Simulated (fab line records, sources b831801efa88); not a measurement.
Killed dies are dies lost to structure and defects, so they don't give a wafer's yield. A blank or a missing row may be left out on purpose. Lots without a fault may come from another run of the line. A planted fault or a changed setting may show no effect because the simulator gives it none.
A struck lot beside a sound one | flow sky130 | 16 steps out of a route of 708
Sound: wafers L877.2, L877.5, L877.6. Struck: wafers L884.1, L884.2, L884.3. The cause comes at the end.
At each step with rows: each side's tool, then ch and its chambers, then its first start. Under that, the readings that differ: sound wafers | struck wafers | difference of the means | sigmas: that difference in standard deviations of wafers without a fault.
alike: readings whose means differ by less than 2 such deviations, and words and numbers that are the same on both sides. not compared: withheld readings, readings that some wafer has no value for, bounds like >300 that may hide the same value, and numbers for which the record gives no deviation and whose values overlap.
The two part at a step that has a row with sigmas, a row that says differs or no value, or rows on one side only. Numbers that don't overlap but have no deviation are shown without sigmas and don't part them. A reading that every wafer of one side lacks parts them only if that side has two wafers or more.

SKY_CAP2M_THK_MEAS_01:
  sound on film_metro-01, day 43 04:47; struck on film_metro-04, day 44 15:25
  alike: CAP2M_CVD_00_THK
SKY_CAP2M_SPUTTER_02: material TiN, target thk 200 nm, time 166.7 s.
  sound on pvd_sputter-01, day 43 04:50; struck on pvd_sputter-01, day 44 15:28
  alike: throttle_valve_pct
SKY_CAP2M_RS_MEAS_03: measures by four-point-probe.
  sound on film_metro-03, day 43 04:58; struck on film_metro-03, day 44 15:35
  alike: CAP2M_TIN_RS
SKY_CAP2M_THK_MEAS_04: measures by xrf.
  sound on film_metro-03, day 43 05:04; struck on film_metro-03, day 44 15:42
  alike: CAP2M_TIN_THK
then, 7 steps without rows for these wafers: SKY_CAP2M_DEHYDRATE_05 (time 60 s); SKY_CAP2M_HMDS_06 (prime time 60 s); SKY_CAP2M_COAT_07 (resist thk 1140 nm); SKY_CAP2M_SOFTBAKE_08 (time 60 s); SKY_CAP2M_EXPOSE_09 (exposes mask CAP2M, target cd 1000 nm); SKY_CAP2M_PEB_10; SKY_CAP2M_DEVELOP_11 (develop time 60 s).
SKY_CAP2M_OVL_MEAS_12:
  sound on overlay-01, day 44 03:14; struck on overlay-02, day 45 12:44
  alike: CAP2M_OVL
SKY_CAP2M_METAL_ETCH_13: etches TiN in Cl2/BCl3, stops on SiO2, target depth 220 nm, time 62.9 s.
  sound on rie_metal-04 ch 0,1, day 44 03:16; struck on rie_metal-02 ch 1, day 45 12:46
  no value came back on the struck wafers for any of 7 readings (bcl3_flow_sccm (sccm), bias_w (W) and others); on the sound wafers bcl3_flow_sccm (sccm) reads 29.85 29.98 29.75
  reading                                    | sound             | struck         | difference | sigmas
  model.NOVOLAK_of_CAP2M_COAT_07.thk_nm (nm) | 992.2 994.6 988.3 | 1143 1138 1137 | +148       |
  not compared: rf_hours_counter_h
SKY_CAP2M_STRIP_14: strips in O2/N2.
  sound on plasma_asher-01 ch 0,1, day 44 03:20; struck on plasma_asher-03 ch 0,1, day 45 12:55
  reading                      | sound             | struck            | difference | sigmas
  strip_time_to_endpoint_s (s) | 12.63 12.67 12.59 | 14.22 14.15 14.14 | +1.54      | +34
  alike: drypump_motor_current_A, oes_product_au
  not compared: rf_hours_counter_h
then, 1 step without rows for these wafers: SKY_CAP2M_STRIP_15 (strips in post etch residue remover, time 1200 s).
-- the record jumps here: 4 days lie between the struck wafers' starts before and after (it left off in module CAP2M and takes up again in module PAD_OPEN, whose first step shown is number 708 of the route) --
SKY_PAD_OPEN_PROBE_99:
  the record has rows for the struck wafers here (prober-02, day 49 20:06) and none for the sound ones

WHERE THEY PART
First at SKY_CAP2M_METAL_ETCH_13; last, within this record, at SKY_PAD_OPEN_PROBE_99.

WHY: what the simulator had put in
Skipped step whole: rie_metal-02, from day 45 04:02 on, at SKY_CAP2M_METAL_ETCH_13. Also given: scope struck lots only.
